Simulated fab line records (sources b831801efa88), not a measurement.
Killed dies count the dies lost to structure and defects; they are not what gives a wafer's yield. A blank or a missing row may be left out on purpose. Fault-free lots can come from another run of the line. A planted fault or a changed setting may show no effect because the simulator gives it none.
The tool behind it: which one? | flow sky130 | 12 lots, 36 wafers sampled, at 5 steps of a route of 708

## WHAT THE GAUGES READ, wafer by wafer
SKY_LDD_HVP_TW_MEAS_10. Usual: LDD_HVP_TW typically reads 457.1, with standard deviation 2.3.
lot  | measured     | on            | LDD_HVP_TW        | flag
L767 | day 21 19:26 | film_metro-02 | 456.9 456.9 454.9 |
L768 | day 22 08:26 | film_metro-03 | 454.8 457.6 456.6 |
L770 | day 23 03:34 | film_metro-02 | 457.9 460.1 458.9 |
L771 | day 23 18:17 | film_metro-03 | 453.8 459.2 455.9 |
L772 | day 24 11:27 | film_metro-02 | 456.3 457.1 454.0 |
L774 | day 24 15:08 | film_metro-02 | 453.1 456.0 453.9 |
L778 | day 26 15:11 | film_metro-01 | 455.8 457.5 457.8 |
L779 | day 26 19:03 | film_metro-03 | 434.9 435.3 435.1 | OFF
L780 | day 26 19:13 | film_metro-01 | 441.8 439.3 442.1 | OFF
L781 | day 26 22:47 | film_metro-01 | 456.3 456.6 458.5 |
L788 | day 29 12:09 | film_metro-03 | 458.9 454.7 458.2 |
L789 | day 29 17:06 | film_metro-01 | 455.1 457.3 456.0 |

SKY_LI_CONTACT_OVL_MEAS_13. Usual: LI_CONTACT_OVL typically reads 1 nm, with standard deviation 5.1.
lot  | measured     | on         | LI_CONTACT_OVL (nm) | flag
L767 | day 29 08:01 | overlay-01 | -5 -5 -5            |
L768 | day 29 19:43 | overlay-02 | 3 4 4               |
L770 | day 30 15:06 | overlay-02 | 5 7 0               |
L771 | day 31 06:05 | overlay-02 | 3 1 4               |
L772 | day 31 18:47 | overlay-01 | -4 0 -5             |
L774 | day 31 22:05 | overlay-01 | 4 -6 -4             |
L778 | day 33 19:31 | overlay-02 | 4 1 3               |
L779 | day 33 21:52 | overlay-01 | 4 -2 -1             |
L780 | day 33 21:53 | overlay-02 | 11 11 12            |
L781 | day 34 00:52 | overlay-02 | -4 -3 -6            |
L788 | day 36 12:28 | overlay-01 | -1 2 1              |
L789 | day 36 15:21 | overlay-02 | 4 3 5               |

SKY_VIA2_CD_MEAS_12: the cd target is 200 nm. Usual: 199.9 nm for cd_nm, sd 1.5.
lot  | measured     | on        | cd_nm (nm)        | flag
L767 | day 36 12:45 | cd_sem-02 | 197.9 199.3 198.9 |
L768 | day 36 20:42 | cd_sem-02 | 199.8 199.9 200.2 |
L770 | day 37 16:23 | cd_sem-02 | 197.3 197.7 197.2 |
L771 | day 38 06:24 | cd_sem-02 | 199.7 200.4 200.6 |
L772 | day 38 17:38 | cd_sem-01 | 200.7 198.1 198.4 |
L774 | day 38 20:12 | cd_sem-02 | 201.1 201.0 200.6 |
L778 | day 40 15:30 | cd_sem-01 | 196.4 197.8 197.6 |
L779 | day 40 16:27 | cd_sem-01 | 201.7 203.0 201.7 |
L780 | day 40 17:17 | cd_sem-01 | 201.0 201.3 201.3 |
L781 | day 40 20:51 | cd_sem-02 | 200.9 202.2 200.9 |
L788 | day 43 01:55 | cd_sem-01 | 200.3 200.0 199.6 |
L789 | day 43 02:17 | cd_sem-02 | 197.8 198.3 197.9 |

## EACH LOT AND THE TOOL THAT RAN IT (in order: tool; ch and the chambers of the sampled wafers; start)
lot  | SKY_LDD_HVP_IMPLANT_08          | SKY_METAL2_ETCH_18
L767 | implanter-04 ch 0, day 21 19:11 | rie_metal-02 ch 0,1, day 35 08:32
L768 | implanter-02 ch 0, day 22 08:11 | rie_metal-02 ch 0,1, day 35 18:02
L770 | implanter-02 ch 0, day 23 03:20 | rie_metal-03 ch 0,1, day 36 13:07
L771 | implanter-01 ch 0, day 23 18:02 | rie_metal-03 ch 0,1, day 37 03:02
L772 | implanter-02 ch 0, day 24 11:13 | rie_metal-03 ch 0,1, day 37 15:17
L774 | implanter-04 ch 0, day 24 14:53 | rie_metal-03 ch 0,1, day 37 18:08
L778 | implanter-02 ch 0, day 26 14:56 | rie_metal-03 ch 0,1, day 39 13:53
L779 | implanter-04 ch 0, day 26 18:48 | rie_metal-04 ch 0,1, day 39 14:26
L780 | implanter-04 ch 0, day 26 18:59 | rie_metal-03 ch 0,1, day 39 15:11
L781 | implanter-02 ch 0, day 26 22:32 | rie_metal-03 ch 0,1, day 39 18:32
L788 | implanter-01 ch 0, day 29 11:55 | rie_metal-03 ch 0,1, day 42 00:23
L789 | implanter-04 ch 0, day 29 16:52 | rie_metal-04 ch 0,1, day 42 02:08
- SKY_LDD_HVP_IMPLANT_08
- SKY_METAL2_ETCH_18: etches BARC in N2/H2, stops on SiO2, time 45.9 s, target depth 60 nm.

## WHAT THE TOOLS THEMSELVES READ (means of the sampled wafers that have a number; where no wafer has one, the mark that the record gives instead)
SKY_LDD_HVP_IMPLANT_08. Usual: beam_energy_keV 20.000, standard deviation 0.0065; beam_on_s 9.99 s, standard deviation 0.21; dose_ions_cm2 1.7002e+13, standard deviation 1.7e+10; faraday_current_uA 96.0, standard deviation 2.
lot  | tool         | beam_energy_keV | beam_on_s (s) | dose_ions_cm2 | faraday_current_uA | flag
L767 | implanter-04 | 19.989          | 10.09         | 1.7026e+13    | 95.2               |
L768 | implanter-02 | 20.000          | 9.98          | 1.7013e+13    | 96.0               |
L770 | implanter-02 | 19.994          | 9.77          | 1.6996e+13    | 98.1               |
L771 | implanter-01 | 20.003          | 10.27         | 1.7007e+13    | 93.3               |
L772 | implanter-02 | 20.003          | 9.91          | 1.7020e+13    | 96.9               |
L774 | implanter-04 | 19.991          | 10.17         | 1.7000e+13    | 94.3               |
L778 | implanter-02 | 19.998          | 9.97          | 1.6996e+13    | 96.1               |
L779 | implanter-04 | 19.996          | 10.04         | 1.4952e+13    | 83.9               | OFF
L780 | implanter-04 | 20.005          | 10.02         | 1.4922e+13    | 84.0               | OFF
L781 | implanter-02 | 20.002          | 10.11         | 1.7014e+13    | 95.0               |
L788 | implanter-01 | 20.001          | 9.94          | 1.7014e+13    | 96.5               |
L789 | implanter-04 | 20.005          | 9.71          | 1.7013e+13    | 98.6               |

SKY_METAL2_ETCH_18. Usual: drypump_motor_current_A 5.73 A, standard deviation 0.28; oes_product_au 0.854 a.u., standard deviation 0.0048; throttle_valve_pct 13.225 %, standard deviation 0.0091.
lot  | tool         | drypump_motor_current_A (A) | oes_product_au (a.u.) | throttle_valve_pct (%) | flag
L767 | rie_metal-02 | 5.48                        | 0.857                 | 13.225                 |
L768 | rie_metal-02 | 5.49                        | 0.854                 | 13.229                 |
L770 | rie_metal-03 | 5.76                        | 0.850                 | 13.229                 |
L771 | rie_metal-03 | 5.77                        | 0.855                 | 13.224                 |
L772 | rie_metal-03 | 5.77                        | 0.854                 | 13.218                 |
L774 | rie_metal-03 | 5.77                        | 0.857                 | 13.229                 |
L778 | rie_metal-03 | 5.76                        | 0.861                 | 13.216                 |
L779 | rie_metal-04 | 5.58                        | 0.856                 | 13.226                 |
L780 | rie_metal-03 | 5.74                        | 0.854                 | 13.223                 |
L781 | rie_metal-03 | 5.77                        | 0.853                 | 13.226                 |
L788 | rie_metal-03 | 5.76                        | 0.854                 | 13.215                 |
L789 | rie_metal-04 | 5.94                        | 0.854                 | 13.218                 |

## THE ANSWER, worked out from the rows above alone
Rule: a lot counts as off when the mean over its wafers that have a number is more than 3 standard deviations away from the usual mean. A lot without any number at a reading at which 4 lots or more have one is off too. Where the step has rows for the other lots, those lots are counted as sound. The gauges are gone through in route order, then the tools' own readings, and for those a lot's mean is taken as printed above. The first step at which some lot is off is used, and at that step the reading that is off furthest; a lot without a number counts as furthest.
Off: L779, L780, at SKY_LDD_HVP_TW_MEAS_10 (LDD_HVP_TW).
A tool fits if, at a process step before that reading, it ran every lot that is off, and no sound lot after the first of them. The gauges at SKY_LDD_HVP_TW_MEAS_10 aren't tried: what is off there is off at SKY_LDD_HVP_IMPLANT_08 too, on other tools, and a gauge's error can't cause that. No candidate that was tried fits.

## WHAT THE SIMULATOR HAD INSERTED
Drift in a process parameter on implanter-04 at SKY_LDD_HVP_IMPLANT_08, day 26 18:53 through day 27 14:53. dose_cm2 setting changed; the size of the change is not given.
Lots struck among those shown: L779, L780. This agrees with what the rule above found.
